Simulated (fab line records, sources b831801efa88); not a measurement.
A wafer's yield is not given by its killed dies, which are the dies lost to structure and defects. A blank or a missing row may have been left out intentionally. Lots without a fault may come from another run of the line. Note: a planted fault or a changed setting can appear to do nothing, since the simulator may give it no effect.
Which of the tools did it? || flow sky130 || 45 wafers sampled from 15 lots at 1 step of a route of 708

WHAT EACH GAUGE READ, for each wafer
The record holds no reading of a measuring or inspecting step that can be judged against a usual standard deviation.

WHAT TOOL EACH LOT RAN ON (gives the tool, then ch and the chambers of the sampled wafers, and finally the start)
{"lot": "L507", "SKY_FIELD_ISO_PEB_11": "lithoTrack-02 ch 0, day 2 03:00"}
{"lot": "L508", "SKY_FIELD_ISO_PEB_11": "lithoTrack-02 ch 0, day 2 10:00"}
{"lot": "L509", "SKY_FIELD_ISO_PEB_11": "lithoTrack-03 ch 0, day 2 15:00"}
{"lot": "L510", "SKY_FIELD_ISO_PEB_11": "lithoTrack-02 ch 0, day 2 19:00"}
{"lot": "L513", "SKY_FIELD_ISO_PEB_11": "lithoTrack-01 ch 0, day 3 11:00"}
{"lot": "L515", "SKY_FIELD_ISO_PEB_11": "lithoTrack-03 ch 0, day 3 23:00"}
{"lot": "L517", "SKY_FIELD_ISO_PEB_11": "lithoTrack-01 ch 0, day 4 22:00"}
{"lot": "L516", "SKY_FIELD_ISO_PEB_11": "lithoTrack-02 ch 0, day 4 22:00"}
{"lot": "L519", "SKY_FIELD_ISO_PEB_11": "lithoTrack-02 ch 0, day 4 22:00"}
{"lot": "L520", "SKY_FIELD_ISO_PEB_11": "lithoTrack-01, day 5 05:00"}
{"lot": "L521", "SKY_FIELD_ISO_PEB_11": "lithoTrack-03, day 5 09:00"}
{"lot": "L522", "SKY_FIELD_ISO_PEB_11": "lithoTrack-02, day 5 13:00"}
{"lot": "L523", "SKY_FIELD_ISO_PEB_11": "lithoTrack-01 ch 0, day 5 18:00"}
{"lot": "L526", "SKY_FIELD_ISO_PEB_11": "lithoTrack-02 ch 0, day 6 06:00"}
{"lot": "L530", "SKY_FIELD_ISO_PEB_11": "lithoTrack-03 ch 0, day 7 04:00"}
- SKY_FIELD_ISO_PEB_11

AS READ BY THE TOOLS THEMSELVES (means over the sampled wafers that have a number; for cases with no such wafer, the mark the record gives instead)
SKY_FIELD_ISO_PEB_11. Usual: exhaustPa 45.0 Pa, standard deviation 0.84.
{"lot": "L507", "tool": "lithoTrack-02", "exhaustPa (Pa)": 45.0, "flag": ""}
{"lot": "L508", "tool": "lithoTrack-02", "exhaustPa (Pa)": 44.8, "flag": ""}
{"lot": "L509", "tool": "lithoTrack-03", "exhaustPa (Pa)": 43.9, "flag": ""}
{"lot": "L510", "tool": "lithoTrack-02", "exhaustPa (Pa)": 45.5, "flag": ""}
{"lot": "L513", "tool": "lithoTrack-01", "exhaustPa (Pa)": 45.2, "flag": ""}
{"lot": "L515", "tool": "lithoTrack-03", "exhaustPa (Pa)": 45.2, "flag": ""}
{"lot": "L517", "tool": "lithoTrack-01", "exhaustPa (Pa)": 44.7, "flag": ""}
{"lot": "L516", "tool": "lithoTrack-02", "exhaustPa (Pa)": 45.0, "flag": ""}
{"lot": "L519", "tool": "lithoTrack-02", "exhaustPa (Pa)": 45.4, "flag": ""}
{"lot": "L520", "tool": "lithoTrack-01", "exhaustPa (Pa)": "-", "flag": "OFF"}
{"lot": "L521", "tool": "lithoTrack-03", "exhaustPa (Pa)": "-", "flag": "OFF"}
{"lot": "L522", "tool": "lithoTrack-02", "exhaustPa (Pa)": "-", "flag": "OFF"}
{"lot": "L523", "tool": "lithoTrack-01", "exhaustPa (Pa)": 45.6, "flag": ""}
{"lot": "L526", "tool": "lithoTrack-02", "exhaustPa (Pa)": 44.8, "flag": ""}
{"lot": "L530", "tool": "lithoTrack-03", "exhaustPa (Pa)": 44.0, "flag": ""}

THE ANSWER, worked out from the rows above alone
Rule: lot off if the mean of its wafers having a number is beyond 3 standard deviations from the usual mean. Also off: a lot with no number at a reading for which 4 or more lots have one. Any other lot the step has rows for is counted as sound. After the gauges, taken in route order, come the tools' own readings; for these a lot's mean is taken, as printed above. At the first step where some lot is off, the reading lying furthest off is the one used; lots without a number count as furthest.
Off, at SKY_FIELD_ISO_PEB_11 on exhaustPa: L520, L521, L522. Without a number there: L520, L521, L522.
A tool fits if, at that step or a process step before it, it ran every lot that is off, and no sound lot after the first of them. No candidate that was tried fits.

WHAT WAS PUT IN BY THE SIMULATOR
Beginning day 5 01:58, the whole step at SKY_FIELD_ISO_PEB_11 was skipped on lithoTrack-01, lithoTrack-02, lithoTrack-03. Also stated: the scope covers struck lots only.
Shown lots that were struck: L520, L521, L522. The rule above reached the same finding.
